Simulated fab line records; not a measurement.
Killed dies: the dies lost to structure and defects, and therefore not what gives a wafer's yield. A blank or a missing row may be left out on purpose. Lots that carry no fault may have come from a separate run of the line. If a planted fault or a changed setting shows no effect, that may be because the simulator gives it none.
Which tool is to blame? || flow sky130 || 42 wafers from 14 lots sampled at 5 of the route's 708 steps

## WHAT EACH GAUGE READ, for each wafer
SKY_PWDE_TW_MEAS_10.
{"lot": "L438", "measured": "day 4 05:34", "on": "film-metro-02", "PWDE_TW": "374 374 375"}
{"lot": "L437", "measured": "day 4 06:24", "on": "film-metro-04", "PWDE_TW": "375 377 378"}
{"lot": "L440", "measured": "day 4 11:50", "on": "film-metro-02", "PWDE_TW": "375 376 377"}
{"lot": "L441", "measured": "day 4 15:18", "on": "film-metro-01", "PWDE_TW": "368 368 369"}
{"lot": "L442", "measured": "day 4 23:11", "on": "film-metro-01", "PWDE_TW": "367 369 367"}
{"lot": "L443", "measured": "day 5 07:08", "on": "film-metro-04", "PWDE_TW": "377 376 378"}
{"lot": "L444", "measured": "day 5 14:08", "on": "film-metro-02", "PWDE_TW": "377 379 377"}
{"lot": "L446", "measured": "day 6 07:29", "on": "film-metro-01", "PWDE_TW": "373 373 373"}
{"lot": "L447", "measured": "day 6 08:17", "on": "film-metro-04", "PWDE_TW": "376 374 377"}
{"lot": "L450", "measured": "day 7 04:22", "on": "film-metro-04", "PWDE_TW": "371 372 373"}
{"lot": "L452", "measured": "day 7 08:41", "on": "film-metro-02", "PWDE_TW": "379 379 378"}
{"lot": "L456", "measured": "day 8 10:11", "on": "film-metro-01", "PWDE_TW": "370 371 369"}
{"lot": "L458", "measured": "day 8 16:24", "on": "film-metro-01", "PWDE_TW": "371 368 371"}
{"lot": "L459", "measured": "day 8 22:07", "on": "film-metro-02", "PWDE_TW": "376 373 375"}

SKY_VT_ADJUST_HVTP_TW_MEAS_11.
{"lot": "L438", "measured": "day 6 11:10", "on": "film-metro-02", "VT_ADJUST_HVTP_TW": "1363 1356 1358"}
{"lot": "L437", "measured": "day 6 11:37", "on": "film-metro-01", "VT_ADJUST_HVTP_TW": "1346 1348 1344"}
{"lot": "L440", "measured": "day 6 16:35", "on": "film-metro-01", "VT_ADJUST_HVTP_TW": "1343 1350 1348"}
{"lot": "L441", "measured": "day 6 20:23", "on": "film-metro-02", "VT_ADJUST_HVTP_TW": "1373 1373 1375"}
{"lot": "L442", "measured": "day 7 06:55", "on": "film-metro-01", "VT_ADJUST_HVTP_TW": "1348 1343 1351"}
{"lot": "L443", "measured": "day 7 17:00", "on": "film-metro-01", "VT_ADJUST_HVTP_TW": "1346 1353 1346"}
{"lot": "L444", "measured": "day 8 02:04", "on": "film-metro-01", "VT_ADJUST_HVTP_TW": "1341 1342 1347"}
{"lot": "L446", "measured": "day 8 20:35", "on": "film-metro-01", "VT_ADJUST_HVTP_TW": "1343 1343 1348"}
{"lot": "L447", "measured": "day 8 22:19", "on": "film-metro-03", "VT_ADJUST_HVTP_TW": "1362 1361 1360"}
{"lot": "L450", "measured": "day 9 20:32", "on": "film-metro-03", "VT_ADJUST_HVTP_TW": "1356 1360 1360"}
{"lot": "L452", "measured": "day 10 00:31", "on": "film-metro-02", "VT_ADJUST_HVTP_TW": "1375 1366 1377"}
{"lot": "L456", "measured": "day 11 05:04", "on": "film-metro-02", "VT_ADJUST_HVTP_TW": "1358 1357 1365"}
{"lot": "L458", "measured": "day 11 12:30", "on": "film-metro-01", "VT_ADJUST_HVTP_TW": "1349 1348 1342"}
{"lot": "L459", "measured": "day 11 19:48", "on": "film-metro-01", "VT_ADJUST_HVTP_TW": "1340 1338 1348"}

SKY_VT_ADJUST_LVTN_OVL_MEAS_18.
{"lot": "L438", "measured": "day 8 02:37", "on": "overlay-01", "VT_ADJUST_LVTN_01_OVL (nm)": "0.2 -0.5 0.2"}
{"lot": "L437", "measured": "day 8 03:57", "on": "overlay-02", "VT_ADJUST_LVTN_01_OVL (nm)": "-1.2 -0.5 0.9"}
{"lot": "L440", "measured": "day 8 07:55", "on": "overlay-01", "VT_ADJUST_LVTN_01_OVL (nm)": "2.0 2.2 1.0"}
{"lot": "L441", "measured": "day 8 14:05", "on": "overlay-02", "VT_ADJUST_LVTN_01_OVL (nm)": "-3.1 -0.8 -0.9"}
{"lot": "L442", "measured": "day 9 00:28", "on": "overlay-01", "VT_ADJUST_LVTN_01_OVL (nm)": "-0.3 1.3 -0.8"}
{"lot": "L443", "measured": "day 9 10:46", "on": "overlay-02", "VT_ADJUST_LVTN_01_OVL (nm)": "0.0 1.0 0.7"}
{"lot": "L444", "measured": "day 9 20:36", "on": "overlay-01", "VT_ADJUST_LVTN_01_OVL (nm)": "-0.4 -1.8 0.1"}
{"lot": "L446", "measured": "day 10 16:36", "on": "overlay-01", "VT_ADJUST_LVTN_01_OVL (nm)": "0.8 1.9 2.3"}
{"lot": "L447", "measured": "day 10 17:51", "on": "overlay-02", "VT_ADJUST_LVTN_01_OVL (nm)": "-1.9 -0.7 0.5"}
{"lot": "L450", "measured": "day 11 19:26", "on": "overlay-01", "VT_ADJUST_LVTN_01_OVL (nm)": "-1.1 -0.5 0.1"}
{"lot": "L452", "measured": "day 11 23:13", "on": "overlay-02", "VT_ADJUST_LVTN_01_OVL (nm)": "180.6 179.4 179.8"}
{"lot": "L456", "measured": "day 13 04:23", "on": "overlay-02", "VT_ADJUST_LVTN_01_OVL (nm)": "179.0 180.3 180.8"}
{"lot": "L458", "measured": "day 13 12:22", "on": "overlay-02", "VT_ADJUST_LVTN_01_OVL (nm)": "-0.1 1.2 0.2"}
{"lot": "L459", "measured": "day 13 20:07", "on": "overlay-02", "VT_ADJUST_LVTN_01_OVL (nm)": "0.2 -0.5 0.2"}

SKY_VT_ADJUST_LVTN_TW_MEAS_21.
{"lot": "L438", "measured": "day 8 02:54", "on": "film-metro-02", "VT_ADJUST_LVTN_2_TW": "189.5 188.0 187.9"}
{"lot": "L437", "measured": "day 8 04:15", "on": "film-metro-04", "VT_ADJUST_LVTN_2_TW": "186.8 187.1 188.4"}
{"lot": "L440", "measured": "day 8 08:13", "on": "film-metro-04", "VT_ADJUST_LVTN_2_TW": "187.3 186.7 186.3"}
{"lot": "L441", "measured": "day 8 14:22", "on": "film-metro-03", "VT_ADJUST_LVTN_2_TW": "189.3 189.2 189.1"}
{"lot": "L442", "measured": "day 9 00:45", "on": "film-metro-02", "VT_ADJUST_LVTN_2_TW": "191.1 191.2 191.1"}
{"lot": "L443", "measured": "day 9 11:03", "on": "film-metro-03", "VT_ADJUST_LVTN_2_TW": "189.1 188.1 188.0"}
{"lot": "L444", "measured": "day 9 20:53", "on": "film-metro-04", "VT_ADJUST_LVTN_2_TW": "187.7 188.5 188.3"}
{"lot": "L446", "measured": "day 10 16:53", "on": "film-metro-03", "VT_ADJUST_LVTN_2_TW": "189.9 188.8 188.4"}
{"lot": "L447", "measured": "day 10 18:08", "on": "film-metro-03", "VT_ADJUST_LVTN_2_TW": "189.0 189.2 189.3"}
{"lot": "L450", "measured": "day 11 19:43", "on": "film-metro-04", "VT_ADJUST_LVTN_2_TW": "187.1 187.4 186.8"}
{"lot": "L452", "measured": "day 11 23:31", "on": "film-metro-02", "VT_ADJUST_LVTN_2_TW": "187.8 189.8 188.3"}
{"lot": "L456", "measured": "day 13 04:40", "on": "film-metro-04", "VT_ADJUST_LVTN_2_TW": "187.1 187.9 186.7"}
{"lot": "L458", "measured": "day 13 12:39", "on": "film-metro-04", "VT_ADJUST_LVTN_2_TW": "186.4 187.3 187.2"}
{"lot": "L459", "measured": "day 13 20:24", "on": "film-metro-02", "VT_ADJUST_LVTN_2_TW": "189.9 189.3 189.0"}

## WHAT TOOL EACH LOT RAN ON (gives the tool, then ch and the chambers of the sampled wafers, and finally the start)
{"lot": "L438", "SKY_VT_ADJUST_LVTN_EXPOSE_15": "iline-stepper-01 ch 0, day 7 16:50"}
{"lot": "L437", "SKY_VT_ADJUST_LVTN_EXPOSE_15": "iline-stepper-02 ch 0, day 7 18:29"}
{"lot": "L440", "SKY_VT_ADJUST_LVTN_EXPOSE_15": "iline-stepper-01 ch 0, day 7 23:07"}
{"lot": "L441", "SKY_VT_ADJUST_LVTN_EXPOSE_15": "iline-stepper-01 ch 0, day 8 03:26"}
{"lot": "L442", "SKY_VT_ADJUST_LVTN_EXPOSE_15": "iline-stepper-02 ch 0, day 8 14:40"}
{"lot": "L443", "SKY_VT_ADJUST_LVTN_EXPOSE_15": "iline-stepper-02 ch 0, day 9 00:11"}
{"lot": "L444", "SKY_VT_ADJUST_LVTN_EXPOSE_15": "iline-stepper-01 ch 0, day 9 09:55"}
{"lot": "L446", "SKY_VT_ADJUST_LVTN_EXPOSE_15": "iline-stepper-02 ch 0, day 10 04:38"}
{"lot": "L447", "SKY_VT_ADJUST_LVTN_EXPOSE_15": "iline-stepper-02 ch 0, day 10 06:27"}
{"lot": "L450", "SKY_VT_ADJUST_LVTN_EXPOSE_15": "iline-stepper-01 ch 0, day 11 07:05"}
{"lot": "L452", "SKY_VT_ADJUST_LVTN_EXPOSE_15": "iline-stepper-01 ch 0, day 11 11:14"}
{"lot": "L456", "SKY_VT_ADJUST_LVTN_EXPOSE_15": "iline-stepper-01 ch 0, day 12 17:02"}
{"lot": "L458", "SKY_VT_ADJUST_LVTN_EXPOSE_15": "iline-stepper-02 ch 0, day 13 00:06"}
{"lot": "L459", "SKY_VT_ADJUST_LVTN_EXPOSE_15": "iline-stepper-02 ch 0, day 13 07:11"}
- SKY_VT_ADJUST_LVTN_EXPOSE_15: exposes mask HVN STD DERIVED, target cd 600 nm.

## WHAT THE TOOLS THEMSELVES READ (means of the sampled wafers that have a number; where no wafer has one, the mark that the record gives instead)
The record holds no such reading with a usual standard deviation.

## THE ANSWER, worked out from the rows above alone
Rule: what is usual is taken from the lots themselves. Put in order of their means at a reading, lots are off if they are a third of the lots or fewer, leave a main group of 4 or more, and stand apart from it by a gap of 3 or more times the standard deviation of the main group's means; of several such gaps the widest counts. A main group whose means are all the same, to the digits that the tables above print for the reading, isn't used. Also off: a lot with no number at a reading for which 4 or more lots have one. The other lots that the step has rows for count as sound. First the gauges in route order, then the tools' own readings, where a lot's mean is used as printed above. At the first step where some lot is off, the reading lying furthest off is the one used; lots without a number count as furthest.
Off: at SKY_VT_ADJUST_LVTN_OVL_MEAS_18 (VT_ADJUST_LVTN_01_OVL), L452, L456. Main group: mean 0.1 nm, sd 0.92.
If a tool, at a process step before that reading, ran all the lots that are off and no sound lot after the first of them, it fits. Those tools and the gauges at SKY_VT_ADJUST_LVTN_OVL_MEAS_18 are tried in the same way. One fits: iline-stepper-01 at SKY_VT_ADJUST_LVTN_EXPOSE_15. A fault onset in the window from L450 (day 11 07:05, its last sound lot) to L452 (day 11 11:14, its first lot off) fits.

## WHAT THE SIMULATOR HAD INSERTED
Scanner matching overlay: iline-stepper-01, from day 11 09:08 on, at SKY_VT_ADJUST_LVTN_EXPOSE_15. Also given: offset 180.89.
Lots struck among those shown: L452, L456. The rule above reached the same finding.
